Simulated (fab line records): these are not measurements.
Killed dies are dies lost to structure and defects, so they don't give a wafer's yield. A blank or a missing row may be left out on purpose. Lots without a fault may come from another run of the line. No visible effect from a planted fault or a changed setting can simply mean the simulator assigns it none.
Which tool is to blame? || flow gf180mcu || 12 lots, 36 wafers sampled, at 2 steps of a route of 602

WHAT THE GAUGES READ, wafer by wafer
GF_M1_THK_MEAS_06: measures by xrf. Usual: M1_ALCU_THK gives 442 nm (standard deviation 6.6).
{"lot": "L469", "measured": "day 16 14:00", "on": "filmMetro-01", "M1_ALCU_THK (nm)": "436 439 439", "flag": ""}
{"lot": "L471", "measured": "day 17 13:16", "on": "filmMetro-01", "M1_ALCU_THK (nm)": "439 440 441", "flag": ""}
{"lot": "L475", "measured": "day 18 14:47", "on": "filmMetro-03", "M1_ALCU_THK (nm)": "457 450 459", "flag": ""}
{"lot": "L476", "measured": "day 19 06:29", "on": "filmMetro-04", "M1_ALCU_THK (nm)": "444 439 443", "flag": ""}
{"lot": "L481", "measured": "day 20 19:10", "on": "filmMetro-01", "M1_ALCU_THK (nm)": "432 435 434", "flag": ""}
{"lot": "L482", "measured": "day 21 04:58", "on": "filmMetro-01", "M1_ALCU_THK (nm)": "442 442 440", "flag": ""}
{"lot": "L483", "measured": "day 21 17:02", "on": "filmMetro-04", "M1_ALCU_THK (nm)": "443 445 444", "flag": ""}
{"lot": "L486", "measured": "day 22 14:25", "on": "filmMetro-03", "M1_ALCU_THK (nm)": "448 444 444", "flag": ""}
{"lot": "L488", "measured": "day 23 13:08", "on": "filmMetro-01", "M1_ALCU_THK (nm)": "441 444 438", "flag": ""}
{"lot": "L489", "measured": "day 23 16:50", "on": "filmMetro-04", "M1_ALCU_THK (nm)": "449 451 452", "flag": ""}
{"lot": "L490", "measured": "day 23 18:25", "on": "filmMetro-03", "M1_ALCU_THK (nm)": "448 452 452", "flag": ""}
{"lot": "L491", "measured": "day 24 06:30", "on": "filmMetro-03", "M1_ALCU_THK (nm)": "438 437 434", "flag": ""}

TOOL THAT RAN EACH LOT (tool first, then ch and the chambers of the sampled wafers, then the start)
{"lot": "L469", "GF_CONTACT_CVD_02": "pecvd-03 ch 0,1,2, day 15 13:47"}
{"lot": "L471", "GF_CONTACT_CVD_02": "pecvd-03 ch 0,1, day 16 12:01"}
{"lot": "L475", "GF_CONTACT_CVD_02": "pecvd-03 ch 0,1,2, day 17 12:58"}
{"lot": "L476", "GF_CONTACT_CVD_02": "pecvd-04 ch 0,2, day 18 04:32"}
{"lot": "L481", "GF_CONTACT_CVD_02": "pecvd-04 ch 0,1,2, day 19 16:55"}
{"lot": "L482", "GF_CONTACT_CVD_02": "pecvd-02 ch 1,2, day 20 02:55"}
{"lot": "L483", "GF_CONTACT_CVD_02": "pecvd-04 ch 0,1,2, day 20 15:10"}
{"lot": "L486", "GF_CONTACT_CVD_02": "pecvd-02 ch 1,2, day 21 12:43"}
{"lot": "L488", "GF_CONTACT_CVD_02": "pecvd-02 ch 1,2, day 22 12:01"}
{"lot": "L489", "GF_CONTACT_CVD_02": "pecvd-02 ch 0,2, day 22 15:46"}
{"lot": "L490", "GF_CONTACT_CVD_02": "pecvd-03 ch 0,1, day 22 18:03"}
{"lot": "L491", "GF_CONTACT_CVD_02": "pecvd-04 ch 0,2, day 23 05:44"}
- GF_CONTACT_CVD_02: deposits SiO2 from TEOS, target thk 860 nm, time 95.992 s.

AS READ BY THE TOOLS THEMSELVES (means over the sampled wafers that have a number; for cases with no such wafer, the mark the record gives instead)
GF_CONTACT_CVD_02. Usual: heaterPowerW 695 W, standard deviation 120.
{"lot": "L469", "tool": "pecvd-03", "heaterPowerW (W)": 581, "flag": ""}
{"lot": "L471", "tool": "pecvd-03", "heaterPowerW (W)": 666, "flag": ""}
{"lot": "L475", "tool": "pecvd-03", "heaterPowerW (W)": 589, "flag": ""}
{"lot": "L476", "tool": "pecvd-04", "heaterPowerW (W)": 705, "flag": ""}
{"lot": "L481", "tool": "pecvd-04", "heaterPowerW (W)": 808, "flag": ""}
{"lot": "L482", "tool": "pecvd-02", "heaterPowerW (W)": 711, "flag": ""}
{"lot": "L483", "tool": "pecvd-04", "heaterPowerW (W)": 738, "flag": ""}
{"lot": "L486", "tool": "pecvd-02", "heaterPowerW (W)": 733, "flag": ""}
{"lot": "L488", "tool": "pecvd-02", "heaterPowerW (W)": 685, "flag": ""}
{"lot": "L489", "tool": "pecvd-02", "heaterPowerW (W)": 680, "flag": ""}
{"lot": "L490", "tool": "pecvd-03", "heaterPowerW (W)": 659, "flag": ""}
{"lot": "L491", "tool": "pecvd-04", "heaterPowerW (W)": 714, "flag": ""}

THE ANSWER, worked out from the rows above alone
Rule: a lot is off if the mean of its wafers that have a number lies more than 3 standard deviations from the usual mean. Also off: a lot with no number at a reading for which 4 or more lots have one. The other lots that the step has rows for count as sound. Order of review: gauges by route order, followed by the tools' own readings, for which a lot's mean as printed above is used. At the first step where some lot is off, the reading lying furthest off is the one used; lots without a number count as furthest.
None of the lots is off at any reading shown; this tells nothing.

WHAT HAD BEEN PUT IN BY THE SIMULATOR
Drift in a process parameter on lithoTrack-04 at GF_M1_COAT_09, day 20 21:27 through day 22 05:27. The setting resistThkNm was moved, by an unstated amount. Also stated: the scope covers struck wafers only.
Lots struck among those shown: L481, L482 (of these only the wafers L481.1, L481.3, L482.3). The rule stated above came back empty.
